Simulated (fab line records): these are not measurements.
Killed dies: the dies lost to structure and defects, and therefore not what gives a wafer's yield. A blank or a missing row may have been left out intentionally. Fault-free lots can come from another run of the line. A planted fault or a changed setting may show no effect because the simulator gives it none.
fab line records	flow sky130
[record] lots = 12	wafers = 36	last_day = 50
route steps=708 shown LDD_HVP@288 POLY_CUT@315 LI_CONTACT@377 PAD_OPEN@708
lots that met no fault: from a run of the same line without faults
start_h: the number of hours between the record's first day and the start of the first shown wafer of the lot	wait_h: how many hours have passed since the lot's step before this one	" unchanged from the row above	L1.1+2: a single row standing in for several wafers	- no value, or no start given	* or withheld: withheld	< > ~ a bound
route shown NAME@n: names a module that has steps shown in the file, with the first one's number in the route	usual: mean/standard deviation taken from wafers without a fault	same: alike in all rows	chamber/n: place in a boat	sites: the reading at each site	_std_site: standard deviation across them	_edge_site: mean of outer sites minus mean of inner sites	radius_mm: for every site, how far away it sits from the centre of the wafer	mask NAME#n: copy n	behind: tool/chamber where the wafer was last shaped	hold: what put the lot on hold/how long, in hours/how the hold closed	device: the n, p or np transistor that did not switch	end of line: at the end of the route, the tests of the same wafers	a step given without rows: its recipe and nothing more	killed: the dies lost at the first sort to structure and to defects; this is not the yield of the wafer	map: a wafer's dies, x killed, . not, _ none there
set.NAME: the run value of the setting; set.NAME@STEP: its run value at that earlier step	model.NAME: the simulator's own value behind a step, which no gauge read
one table for each step of the route and one row for each wafer, over a sample of lots
services: when a tool's chamber went out of use (start_h, in hours from the record's first day, below 0 if earlier), for how many hours, and the reason
[[steps]]
[step SKY_LDD_HVP_TW_MEAS_10]
[usual] LDD_HVP_TW = 456/3.8
lot.wafer	tool	chamber	start_h	wait_h	LDD_HVP_TW
L480.1	film_metro-03	-	491.29	0.1	461
L480.4	"	-	"	"	459
L480.6	"	-	"	"	462
L481.1	film_metro-02	-	500.26	0.1	452
L481.4	"	-	"	"	447
L481.5	"	-	"	"	452
L482.1	film_metro-02	-	512.71	0.1	448
L482.2	"	-	"	"	449
L482.5	"	-	"	"	452
L483.2	film_metro-01	-	518.42	0.1	455
L483.3	"	-	"	"	453
L483.5	"	-	"	"	451
L484.1	film_metro-02	-	538.84	0.1	455
L484.2	"	-	"	"	451
L484.5	"	-	"	"	452
L486.1	film_metro-03	-	543.56	0.1	461
L486.2	"	-	"	"	457
L486.4	"	-	"	"	460
L494.1	film_metro-03	-	634.46	0.1	456
L494.2	"	-	"	"	454
L494.6	"	-	"	"	456
L496.1	film_metro-03	-	639.61	0.1	458
L496.2	"	-	"	"	456
L496.5	"	-	"	"	456
L498.2	film_metro-03	-	655.90	0.1	460
L498.4	"	-	"	"	457
L498.6	"	-	"	"	459
L497.2	film_metro-03	-	660.55	0.1	458
L497.3	"	-	"	"	458
L497.6	"	-	"	"	458
L501.1	film_metro-02	-	679.11	0.1	448
L501.2	"	-	"	"	450
L501.4	"	-	"	"	449
L502.1	film_metro-03	-	683.99	0.1	459
L502.3	"	-	"	"	458
L502.4	"	-	"	"	460
[step SKY_POLY_CUT_CD_MEAS_08]
[recipe] target_cd_nm = 270
[usual] cd_nm = 270.2/1.3
lot.wafer	tool	chamber	start_h	wait_h	cd_nm
L480.1	cd_sem-01	-	553.59	-	271.9
L480.4	"	-	"	"	271.5
L480.6	"	-	"	"	271.0
L481.1	cd_sem-02	-	563.53	-	269.1
L481.4	"	-	"	"	268.9
L481.5	"	-	"	"	269.2
L482.1	cd_sem-02	-	574.98	-	270.6
L482.2	"	-	"	"	270.3
L482.5	"	-	"	"	270.9
L483.2	cd_sem-02	-	580.44	-	269.3
L483.3	"	-	"	"	270.7
L483.5	"	-	"	"	270.2
L484.1	cd_sem-02	-	599.22	-	268.2
L484.2	"	-	"	"	270.3
L484.5	"	-	"	"	271.0
L486.1	cd_sem-02	-	604.79	-	270.5
L486.2	"	-	"	"	271.6
L486.4	"	-	"	"	271.1
L494.1	cd_sem-02	-	693.18	-	270.7
L494.2	"	-	"	"	272.3
L494.6	"	-	"	"	272.3
L496.1	cd_sem-02	-	697.69	-	270.1
L496.2	"	-	"	"	270.2
L496.5	"	-	"	"	270.8
L498.2	cd_sem-02	-	713.94	-	267.0
L498.4	"	-	"	"	268.2
L498.6	"	-	"	"	269.3
L497.2	cd_sem-01	-	718.01	-	269.6
L497.3	"	-	"	"	270.9
L497.6	"	-	"	"	269.8
L501.1	cd_sem-01	-	735.38	-	268.9
L501.2	"	-	"	"	269.1
L501.4	"	-	"	"	266.9
L502.1	cd_sem-02	-	741.47	-	271.7
L502.3	"	-	"	"	272.0
L502.4	"	-	"	"	272.5
[step SKY_LI_CONTACT_ETCH_15]
[recipe] target = PSG	chemistry = C4F8/O2/Ar	stop_on = Si	taper_deg = 4.15	mask_material = KrF-thick	source_w = 1500	bias_w = 1200	pressure_mtorr = 40	c4f8_flow_sccm = withheld	O2_flow_sccm = 6	Ar_flow_sccm = 300	time_s = withheld	target_depth_a = 6000
[usual] bias_w = 1199/4	chamber_pressure_mTorr = 40.00/0.036	oes_product_au = 0.836/0.0044
lot.wafer	tool	chamber	start_h	wait_h	bias_w	chamber_pressure_mTorr	oes_product_au
L480.1	rie_diel-03	0	673.53	0.0	1202	39.98	0.849
L480.4	"	1	"	"	1201	40.00	0.838
L480.6	"	1	"	"	1200	39.96	0.841
L481.1	rie_diel-03	0	682.44	0.0	1200	39.96	0.839
L481.4	"	3	"	"	1200	40.03	0.840
L481.5	"	0	"	"	1199	40.01	0.832
L482.1	rie_diel-03	0	692.73	0.0	1198	40.00	0.835
L482.2	"	3	"	"	1199	40.02	0.839
L482.5	"	1	"	"	1194	39.97	0.838
L483.2	rie_diel-01	1	697.22	0.0	1197	39.99	0.837
L483.3	"	3	"	"	1201	39.95	0.845
L483.5	"	1	"	"	1199	40.08	0.839
L484.1	rie_diel-01	3	716.73	0.0	1194	40.05	0.836
L484.2	"	1	"	"	1199	40.01	0.838
L484.5	"	3	"	"	1198	39.99	0.837
L486.1	rie_diel-03	3	720.93	0.0	1198	40.07	0.834
L486.2	"	0	"	"	1198	40.07	0.840
L486.4	"	1	"	"	1210	39.99	0.832
L494.1	rie_diel-01	1	802.77	0.0	940	40.03	0.842
L494.2	"	0	"	"	1203	40.04	0.837
L494.6	"	2	"	"	1199	39.96	0.830
L496.1	rie_diel-04	1	807.52	0.0	1199	40.00	0.834
L496.2	"	0	"	"	1201	40.00	0.837
L496.5	"	2	"	"	1200	40.02	0.836
L498.2	rie_diel-04	1	824.84	0.0	1200	40.01	0.835
L498.4	"	1	"	"	1206	40.04	0.838
L498.6	"	0	"	"	1199	39.98	0.838
L497.2	rie_diel-03	3	828.93	0.0	1197	39.98	0.840
L497.3	"	0	"	"	1199	39.99	0.837
L497.6	"	0	"	"	1193	39.99	0.838
L501.1	rie_diel-04	3	843.23	0.0	1196	40.01	0.844
L501.2	"	1	"	"	1203	40.00	0.829
L501.4	"	2	"	"	1203	39.97	0.838
L502.1	rie_diel-03	3	848.47	0.0	1203	39.98	0.832
L502.3	"	2	"	"	1196	40.02	0.837
L502.4	"	1	"	"	1196	40.03	0.830
[step SKY_LI_CONTACT_STRIP_16]
[recipe] chemistry = O2/N2	power_w = 1400	pressure_mtorr = 1500	platen_temp_c = withheld	o2_flow_sccm = 3000	n2_flow_sccm = 300	overash_fraction = 0.5
[usual] chamber_pressure_mTorr = 1500.1/1.2	drypump_motor_current_A = 5.9/0.4	oes_product_au = 0.375/0.0048	strip_time_to_endpoint_s = 3.485/0.025
lot.wafer	tool	chamber	start_h	wait_h	chamber_pressure_mTorr	drypump_motor_current_A	oes_product_au	rf_hours_counter_h	strip_time_to_endpoint_s
L480.1	plasma_asher-02	0	673.61	-	1501.9	5.3	0.373	24	3.474
L480.4	"	1	"	"	1498.4	6.1	0.376	-	3.489
L480.6	"	1	"	"	1500.7	6.1	0.374	-	3.484
L481.1	plasma_asher-04	0	682.52	-	1500.1	5.7	0.370	56	3.507
L481.4	"	0	"	"	1499.9	5.7	0.381	-	3.523
L481.5	"	1	"	"	1501.3	5.9	0.375	-	3.509
L482.1	plasma_asher-04	1	692.81	-	1502.2	5.9	0.386	57	3.500
L482.2	"	0	"	"	1501.5	5.7	0.378	57	3.523
L482.5	"	0	"	"	1500.2	5.7	0.380	-	3.493
L483.2	plasma_asher-02	0	697.31	-	1501.1	5.3	0.385	27	3.493
L483.3	"	0	"	"	1497.6	5.3	0.381	-	3.484
L483.5	"	0	"	"	1500.1	5.3	0.369	-	3.504
L484.1	plasma_asher-03	0	716.81	-	1498.3	6.4	0.375	99	3.472
L484.2	"	1	"	"	1500.7	5.8	0.372	99	3.499
L484.5	"	0	"	"	1502.4	6.5	0.372	-	3.514
L486.1	plasma_asher-03	0	721.01	-	1502.2	6.5	0.368	100	3.482
L486.2	"	1	"	"	1501.3	5.8	0.372	100	3.473
L486.4	"	0	"	"	1500.5	6.5	0.370	-	3.474
L494.1	plasma_asher-03	1	802.86	-	1501.6	5.8	0.378	7	3.610
L494.2	"	0	"	"	1500.2	6.5	0.378	7	3.452
L494.6	"	0	"	"	1497.4	6.5	0.373	-	3.466
L496.1	plasma_asher-04	0	807.61	-	1501.1	5.7	0.370	67	3.453
L496.2	"	1	"	"	1499.7	5.9	0.373	67	3.487
L496.5	"	0	"	"	1499.5	5.7	0.368	-	3.468
L498.2	plasma_asher-03	1	824.92	-	1500.3	5.8	0.370	9	3.453
L498.4	"	0	"	"	1500.6	6.5	0.371	-	3.459
L498.6	"	0	"	"	1499.7	6.5	0.370	-	3.482
L497.2	plasma_asher-03	0	829.01	-	1498.4	6.5	0.376	9	3.480
L497.3	"	1	"	"	1498.7	5.8	0.374	-	3.488
L497.6	"	1	"	"	1500.2	5.8	0.373	-	3.508
L501.1	plasma_asher-03	0	843.31	-	1500.3	6.5	0.373	11	3.488
L501.2	"	1	"	"	1500.3	5.8	0.380	11	3.475
L501.4	"	0	"	"	1500.0	6.5	0.376	-	3.481
L502.1	plasma_asher-02	1	848.56	-	1501.3	6.1	0.380	42	3.517
L502.3	"	1	"	"	1501.2	6.1	0.376	-	3.485
L502.4	"	0	"	"	1501.9	5.3	0.375	-	3.500
[step SKY_LI_CONTACT_SPUTTER_20]
[recipe] material = TiN	target_thk_nm = 20	chamber_pressure_pa = 5	power_w = 4000	time_s = 80
[usual] throttle_valve_pct = 30.4/1.3
[same] time_s = 80
lot.wafer	tool	chamber	start_h	wait_h	throttle_valve_pct
L480.1	pvd_sputter-01	-	673.98	0.0	30.3
L480.4	"	-	"	"	28.8
L480.6	"	-	"	"	28.6
L481.1	pvd_sputter-04	-	682.89	0.0	30.7
L481.4	"	-	"	"	31.1
L481.5	"	-	"	"	31.2
L482.1	pvd_sputter-02	-	693.18	0.0	30.3
L482.2	"	-	"	"	30.2
L482.5	"	-	"	"	32.8
L483.2	pvd_sputter-01	-	697.68	0.0	29.2
L483.3	"	-	"	"	29.9
L483.5	"	-	"	"	29.9
L484.1	pvd_sputter-04	-	717.20	0.0	32.4
L484.2	"	-	"	"	32.1
L484.5	"	-	"	"	31.0
L486.1	pvd_sputter-04	-	721.38	0.0	30.7
L486.2	"	-	"	"	32.3
L486.4	"	-	"	"	32.0
L494.1	pvd_sputter-02	-	803.40	0.0	30.2
L494.2	"	-	"	"	30.3
L494.6	"	-	"	"	30.4
L496.1	pvd_sputter-01	-	808.15	0.0	30.2
L496.2	"	-	"	"	28.7
L496.5	"	-	"	"	29.0
L498.2	pvd_sputter-01	-	825.33	0.0	30.2
L498.4	"	-	"	"	28.9
L498.6	"	-	"	"	30.0
L497.2	pvd_sputter-04	-	829.40	0.0	31.0
L497.3	"	-	"	"	32.2
L497.6	"	-	"	"	32.5
L501.1	pvd_sputter-04	-	843.68	0.0	30.9
L501.2	"	-	"	"	32.5
L501.4	"	-	"	"	32.1
L502.1	pvd_sputter-04	-	848.93	0.0	30.9
L502.3	"	-	"	"	30.7
L502.4	"	-	"	"	32.4
[step SKY_PAD_OPEN_PROBE_99]
[usual] killed_at_M0_to_M3 = 42/6.4	killed_at_M4_up = 3.0/2	killed_at_contacts = 24/5.2	killed_at_front_end = 14/4.2	killed_at_other = 0.4/0.72	killed_dies = 84/9	killed_on_rim = 16/3.7	killed_open = 46/6.6	killed_short = 38/6
[same] gross_dies = 492	killed_at_back_side = 0
lot.wafer	tool	chamber	start_h	wait_h	killed_at_M0_to_M3	killed_at_M4_up	killed_at_contacts	killed_at_front_end	killed_at_other	killed_dies	killed_on_rim	killed_open	killed_short
L483.2	prober-02	-	1092.30	0.1	51	3	24	14	0	92	17	41	51
L483.3	prober-02	-	1092.35	0.2	41	0	27	24	0	92	13	60	32
L483.5	prober-02	-	1092.45	0.2	46	6	22	6	0	80	16	38	42
L486.1	prober-01	-	1109.22	0.1	40	6	24	12	1	83	15	51	32
L486.2	prober-01	-	1109.27	0.1	50	4	27	6	0	87	12	56	31
L486.4	prober-01	-	1109.37	0.2	40	2	30	5	0	77	11	41	36
// killed by level:class
L483.2 VIA1:geometric_particle:open=8 LI_CONTACT:geometric_particle:open=7 CONTACT:geometric_particle:open=7 VIA1:geometric_particle:short=7 VIA3:geometric_particle:open=7 METAL2:geometric_particle:short=6 LOCAL_INTERCONNECT:geometric_particle:short=5 METAL1:geometric_particle:short=5
L483.3 POLY_GATE:geometric_particle:open=11 VIA1:geometric_particle:open=11 LI_CONTACT:geometric_particle:open=8 CONTACT:geometric_particle:open=8 METAL2:geometric_particle:short=7 FIELD_ISO:geometric_particle:short=6 METAL2:geometric_particle:open=6 VIA2:geometric_particle:open=6
L483.5 CONTACT:geometric_particle:open=10 METAL1:geometric_particle:short=8 VIA3:geometric_particle:open=8 VIA1:geometric_particle:open=6 METAL2:geometric_particle:short=6 LOCAL_INTERCONNECT:geometric_particle:short=5 VIA2:geometric_particle:short=5 VIA2:geometric_particle:open=5
L486.1 VIA3:geometric_particle:open=11 VIA1:geometric_particle:open=8 LOCAL_INTERCONNECT:geometric_particle:short=7 VIA2:geometric_particle:open=7 FIELD_ISO:geometric_particle:open=6 CONTACT:geometric_particle:open=6 LI_CONTACT:geometric_particle:open=6 METAL1:geometric_particle:short=5
L486.2 VIA1:geometric_particle:open=15 CONTACT:geometric_particle:open=13 METAL1:geometric_particle:short=6 LI_CONTACT:geometric_particle:open=6 VIA1:geometric_particle:short=6 VIA2:geometric_particle:open=5 METAL2:geometric_particle:open=4 LOCAL_INTERCONNECT:geometric_particle:short=4
L486.4 CONTACT:geometric_particle:open=10 VIA2:geometric_particle:open=7 LI_CONTACT:geometric_particle:open=7 METAL1:geometric_particle:short=6 CONTACT:geometric_particle:short=5 VIA1:geometric_particle:short=5 VIA3:geometric_particle:open=5 LOCAL_INTERCONNECT:geometric_particle:short=4
[[services]]
tool	chamber	start_h	hours	kind
rie_diel-01	2	656.19	2.5	repair
rie_diel-03	-	658.77	2.8	pm
pvd_sputter-04	-	668.38	11.3	repair
pvd_sputter-02	-	709.06	6.2	repair
rie_diel-01	3	719.77	1.5	repair
pvd_sputter-04	-	720.61	0.5	repair
plasma_asher-03	-	733.75	9.0	pm
plasma_asher-03	0	733.75	9.0	vent_cycle
plasma_asher-03	1	733.75	9.0	vent_cycle
plasma_asher-03	0	742.75	-	clean
plasma_asher-03	1	742.75	-	clean
plasma_asher-02	-	745.85	2.8	pm
rie_diel-03	3	753.62	11.4	repair
rie_diel-01	0	756.41	35.0	repair
plasma_asher-04	-	764.56	15.6	pm
rie_diel-03	2	780.34	10.8	repair
rie_diel-01	-	791.40	0.8	repair
rie_diel-04	3	808.26	-	clean
rie_diel-04	3	808.26	22.6	scheduled_down
rie_diel-04	3	808.26	22.6	vent_cycle
plasma_asher-03	-	810.13	3.1	repair
pvd_sputter-01	-	821.99	3.1	repair
rie_diel-01	0	822.81	-	clean
pvd_sputter-01	-	843.82	2.5	repair
[[key]]
[first_sign] step = SKY_LI_CONTACT_ETCH_15	reading = bias_w	direction = down	sigmas = 65	usual = 1199	struck = 940
[effect] step = SKY_LI_CONTACT_STRIP_16	reading = strip_time_to_endpoint_s	direction = up	sigmas = 5.1	usual = *	struck = *
met_at SKY_LI_CONTACT_ETCH_15
struck_lots L494
struck_wafers L494.1
tester_left_out L494
not_acting_at SKY_LDD_HVP_TW_MEAS_10,SKY_POLY_CUT_CD_MEAS_08,SKY_LI_CONTACT_SPUTTER_20
onset_between 716.73 802.77
[fault] kind = process_parameter_drift	tool = rie_diel-01	chamber = 1	onset_h = 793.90	steps = SKY_LI_CONTACT_ETCH_15	channel = bias_w	offset = -256.17	shape = step	end_h = 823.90	acts_in = these_recipes_only	stated = 1200
// tester_left_out: of these lots the tester's yield and bins aren't shown, on N5 and GAA mostly nor the transistor test; their killed dies are dies lost to structure and defects alone, not to doping, threshold or leakage, so they don't give the yield
